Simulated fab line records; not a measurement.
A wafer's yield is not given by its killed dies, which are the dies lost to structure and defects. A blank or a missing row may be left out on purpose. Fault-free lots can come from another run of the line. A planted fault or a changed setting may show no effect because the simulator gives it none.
Which tool is to blame? | flow gf180mcu | 33 wafers from 11 lots sampled at 6 of the route's 602 steps

== WHAT THE GAUGES SHOWED, per wafer ==
GF_V3_THK_MEAS_25: measures by xrf. Usual: V3_W_THK typically reads 357 nm, with standard deviation 5.7.
lot  | measured     | on           | V3_W_THK (nm) | flag
L684 | day 23 02:32 | filmMetro-02 | 368 374 369   | 
L687 | day 23 21:39 | filmMetro-01 | 357 356 354   | 
L688 | day 24 11:33 | filmMetro-01 | 358 361 366   | 
L689 | day 24 18:28 | filmMetro-01 | 355 357 352   | 
L691 | day 25 10:53 | filmMetro-03 | 351 352 351   | 
L692 | day 25 18:13 | filmMetro-01 | 358 357 354   | 
L693 | day 26 07:26 | filmMetro-01 | 353 352 357   | 
L700 | day 28 03:48 | filmMetro-01 | 358 352 357   | 
L703 | day 29 00:16 | filmMetro-02 | 359 357 358   | 
L705 | day 29 11:25 | filmMetro-02 | 369 370 368   | 
L706 | day 29 17:29 | filmMetro-01 | 348 350 352   | 

GF_M4_RS_MEAS_05: the measuring method here is four-point-probe. Usual: M4_ALCU_RS typically reads 0.0694 ohm/sq, with standard deviation 0.00067.
lot  | measured     | on           | M4_ALCU_RS (ohm/sq)  | flag
L684 | day 23 03:08 | filmMetro-04 | 0.0693 0.0694 0.0699 | 
L687 | day 23 22:15 | filmMetro-04 | 0.0691 0.0695 0.0695 | 
L688 | day 24 12:08 | filmMetro-03 | 0.0705 0.0708 0.0702 | 
L689 | day 24 19:03 | filmMetro-03 | 0.0704 0.0699 0.0708 | 
L691 | day 25 11:29 | filmMetro-04 | 0.0704 0.0689 0.0705 | 
L692 | day 25 18:48 | filmMetro-03 | 0.0699 0.0695 0.0700 | 
L693 | day 26 08:01 | filmMetro-01 | 0.0692 0.0691 0.0693 | 
L700 | day 28 04:23 | filmMetro-03 | 0.0430 0.0692 0.0429 | OFF
L703 | day 29 00:50 | filmMetro-01 | 0.0432 0.0428 0.0686 | OFF
L705 | day 29 12:00 | filmMetro-03 | 0.0691 0.0693 0.0690 | 
L706 | day 29 18:04 | filmMetro-04 | 0.0696 0.0695 0.0690 | 

GF_M4_THK_MEAS_06: measures by xrf. Usual: M4_ALCU_THK typically reads 457 nm, with standard deviation 4.2.
lot  | measured     | on           | M4_ALCU_THK (nm) | flag
L684 | day 23 03:14 | filmMetro-04 | 457 454 451      | 
L687 | day 23 22:21 | filmMetro-04 | 456 455 455      | 
L688 | day 24 12:15 | filmMetro-03 | 450 450 451      | 
L689 | day 24 19:10 | filmMetro-03 | 449 453 450      | 
L691 | day 25 11:35 | filmMetro-04 | 449 460 449      | 
L692 | day 25 18:55 | filmMetro-03 | 456 459 455      | 
L693 | day 26 08:08 | filmMetro-01 | 458 459 457      | 
L700 | day 28 04:30 | filmMetro-03 | 734 458 745      | OFF
L703 | day 29 00:58 | filmMetro-01 | 733 734 460      | OFF
L705 | day 29 12:07 | filmMetro-03 | 461 459 458      | 
L706 | day 29 18:11 | filmMetro-04 | 455 455 455      | 

== EACH LOT AND THE TOOL THAT RAN IT (in order: tool; ch and the chambers of the sampled wafers; start) ==
lot  | GF_V3_CVD_02                    | GF_V3_STRIP_18                      | GF_M4_SPUTTER_02
L684 | pecvd-04 ch 1,2, day 22 01:56   | plasmaAsher-04 ch 0,1, day 23 01:41 | pvdSputter-02, day 23 03:01
L687 | pecvd-04 ch 0,2, day 22 20:59   | plasmaAsher-01 ch 0,1, day 23 20:46 | pvdSputter-02, day 23 22:07
L688 | pecvd-04 ch 0,1,2, day 23 11:30 | plasmaAsher-04 ch 0,1, day 24 10:35 | pvdSputter-01, day 24 12:02
L689 | pecvd-03 ch 0,1, day 23 18:13   | plasmaAsher-01 ch 0,1, day 24 17:36 | pvdSputter-01, day 24 18:58
L691 | pecvd-01 ch 0,1,2, day 24 11:29 | plasmaAsher-02 ch 0,1, day 25 09:55 | pvdSputter-01, day 25 11:22
L692 | pecvd-03 ch 0,1,2, day 24 18:41 | plasmaAsher-01 ch 0,1, day 25 16:53 | pvdSputter-04, day 25 18:43
L693 | pecvd-01 ch 0,1,2, day 25 08:23 | plasmaAsher-04 ch 0,1, day 26 06:26 | pvdSputter-02, day 26 07:55
L700 | pecvd-03 ch 0,1, day 27 05:58   | plasmaAsher-04 ch 0,1, day 28 02:56 | pvdSputter-02, day 28 04:17
L703 | pecvd-04 ch 0,2, day 28 03:38   | plasmaAsher-01 ch 0,1, day 28 23:23 | pvdSputter-02, day 29 00:45
L705 | pecvd-04 ch 1,2, day 28 14:47   | plasmaAsher-01 ch 0,1, day 29 10:33 | pvdSputter-01, day 29 11:54
L706 | pecvd-04 ch 1,2, day 28 20:35   | plasmaAsher-02 ch 0,1, day 29 16:36 | pvdSputter-04, day 29 17:58
- GF_V3_CVD_02: deposits SiO2 from TEOS, target thk 850 nm, time 94.851 s.
- GF_V3_STRIP_18: strips in O2/N2.
- GF_M4_SPUTTER_02: material AlCu, target thk 450 nm, time 23.9 s.

== AS READ BY THE TOOLS THEMSELVES (means over the sampled wafers that have a number; for cases with no such wafer, the mark the record gives instead) ==
GF_V3_CVD_02. Usual: heaterPowerW 635 W, standard deviation 87.
lot  | tool     | heaterPowerW (W) | flag
L684 | pecvd-04 | 677              | 
L687 | pecvd-04 | 645              | 
L688 | pecvd-04 | 641              | 
L689 | pecvd-03 | 613              | 
L691 | pecvd-01 | 624              | 
L692 | pecvd-03 | 618              | 
L693 | pecvd-01 | 715              | 
L700 | pecvd-03 | 583              | 
L703 | pecvd-04 | 686              | 
L705 | pecvd-04 | 621              | 
L706 | pecvd-04 | 643              | 

GF_V3_STRIP_18. Usual: drypumpMotorCurrentA 5.73 A, standard deviation 0.21; heaterPowerW 352 W, standard deviation 23; o2FlowSccm 3000 sccm, standard deviation 9.2; oesProductAu 0.593 a.u., standard deviation 0.0051.
lot  | tool           | drypumpMotorCurrentA (A) | heaterPowerW (W) | o2FlowSccm (sccm) | oesProductAu (a.u.) | flag
L684 | plasmaAsher-04 | 5.87                     | 330              | 3008              | 0.593               | 
L687 | plasmaAsher-01 | 5.63                     | 362              | 2991              | 0.592               | 
L688 | plasmaAsher-04 | 5.79                     | 341              | 3010              | 0.588               | 
L689 | plasmaAsher-01 | 5.63                     | 366              | 2994              | 0.587               | 
L691 | plasmaAsher-02 | 5.97                     | 360              | 2994              | 0.590               | 
L692 | plasmaAsher-01 | 5.63                     | 363              | 3016              | 0.592               | 
L693 | plasmaAsher-04 | 5.80                     | 340              | 2995              | 0.596               | 
L700 | plasmaAsher-04 | 5.86                     | 327              | 2995              | 0.598               | 
L703 | plasmaAsher-01 | 5.58                     | 359              | 2991              | 0.585               | 
L705 | plasmaAsher-01 | 5.59                     | 361              | 3002              | 0.595               | 
L706 | plasmaAsher-02 | 5.93                     | 359              | 3002              | 0.595               | 

GF_M4_SPUTTER_02. Usual: throttleValvePct 29.4 %, standard deviation 0.83.
lot  | tool          | throttleValvePct (%) | flag
L684 | pvdSputter-02 | 29.1                 | 
L687 | pvdSputter-02 | 29.1                 | 
L688 | pvdSputter-01 | 28.4                 | 
L689 | pvdSputter-01 | 28.4                 | 
L691 | pvdSputter-01 | 29.1                 | 
L692 | pvdSputter-04 | 30.2                 | 
L693 | pvdSputter-02 | 29.9                 | 
L700 | pvdSputter-02 | 29.9                 | 
L703 | pvdSputter-02 | 28.8                 | 
L705 | pvdSputter-01 | 28.6                 | 
L706 | pvdSputter-04 | 30.1                 | 

== THE ANSWER, worked out from the rows above alone ==
Rule: a lot counts as off when the mean over its wafers that have a number is more than 3 standard deviations away from the usual mean. A lot without any number at a reading at which 4 lots or more have one is off too. Any other lot the step has rows for is counted as sound. Order of review: gauges by route order, followed by the tools' own readings, for which a lot's mean as printed above is used. At the first step where some lot is off, the reading lying furthest off is the one used; lots without a number count as furthest.
Off: L700, L703, seen at GF_M4_RS_MEAS_05 (M4_ALCU_RS).
If a tool, at a process step before that reading, ran all the lots that are off and no sound lot after the first of them, it fits. Those tools and the gauges at GF_M4_RS_MEAS_05 are tried in the same way. One fits: GF_M4_SPUTTER_02 on pvdSputter-02. A fault onset in the window from L693 (day 26 07:55, its last sound lot) to L700 (day 28 04:17, its first lot off) fits.

== WHAT THE SIMULATOR HAD INSERTED ==
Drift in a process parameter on pvdSputter-02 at GF_M4_SPUTTER_02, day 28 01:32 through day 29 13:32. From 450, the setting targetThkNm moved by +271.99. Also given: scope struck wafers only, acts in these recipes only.
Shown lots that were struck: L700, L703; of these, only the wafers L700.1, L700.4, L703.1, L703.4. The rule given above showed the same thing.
